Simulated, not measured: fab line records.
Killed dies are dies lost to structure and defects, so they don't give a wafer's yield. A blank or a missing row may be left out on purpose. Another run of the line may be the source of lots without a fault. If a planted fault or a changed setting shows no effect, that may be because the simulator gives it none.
The tool behind it: which one? -- flow gf180mcu -- 6 lots, 18 wafers sampled, at 2 steps of a route of 602

## WHAT EACH GAUGE READ, for each wafer
GF_SAB_CD_MEAS_09: target cd 420 nm.
lot,measured,on,cd_nm (nm)
L193,day 15 22:21,cd_sem-02,418.7 418.6 417.9
L195,day 16 13:42,cd_sem-01,423.4 421.6 423.6
L197,day 17 08:28,cd_sem-02,418.9 419.9 418.7
L205,day 20 12:07,cd_sem-01,432.1 431.6 430.1
L209,day 21 23:07,cd_sem-01,420.8 421.2 422.5
L212,day 22 11:34,cd_sem-01,422.6 421.3 421.8

## WHAT TOOL EACH LOT RAN ON (gives the tool, then ch and the chambers of the sampled wafers, and finally the start)
lot,GF_SAB_EXPOSE_06
L193,"iline_stepper-02 ch 0, day 15 11:36"
L195,"iline_stepper-02 ch 0, day 16 02:26"
L197,"iline_stepper-01 ch 0, day 16 21:45"
L205,"iline_stepper-01 ch 0, day 20 00:14"
L209,"iline_stepper-02 ch 0, day 21 10:08"
L212,"iline_stepper-02 ch 0, day 22 01:03"
- GF_SAB_EXPOSE_06: exposes mask SAB, target cd 420 nm.

## THE ANSWER, worked out from the rows above alone
Rule: the usual values come from the lots themselves. The widest of any qualifying gaps counts: lots, ordered by their means at a reading, are off when they make up no more than a third of the lots, leave a main group of 4 or more, and stand apart from it by 3 or more times the standard deviation of that group's means. If all means in a main group match to the digits the tables above print for the reading, that group is not used. Also off: a lot with no number at a reading for which 4 or more lots have one. All remaining lots with rows at the step are treated as sound.
Off: L205 (GF_SAB_CD_MEAS_09, cd_nm). For the main group the mean is 420.8 nm and the standard deviation 1.7.
A tool fits if, at a process step before that reading, it ran every lot that is off, and no sound lot after the first of them. Gauges at GF_SAB_CD_MEAS_09: tried the same way as those tools. One fits: GF_SAB_EXPOSE_06 on iline_stepper-01. Its last sound lot is L197 (day 16 21:45), its first lot that is off L205 (day 20 00:14): a fault that began between those two fits.

## WHAT WAS PUT IN BY THE SIMULATOR
Process parameters drifting: iline_stepper-01 at GF_SAB_EXPOSE_06, beginning at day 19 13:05. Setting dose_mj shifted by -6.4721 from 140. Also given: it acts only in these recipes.
Shown lots that were struck: L205. Same finding as the rule above.
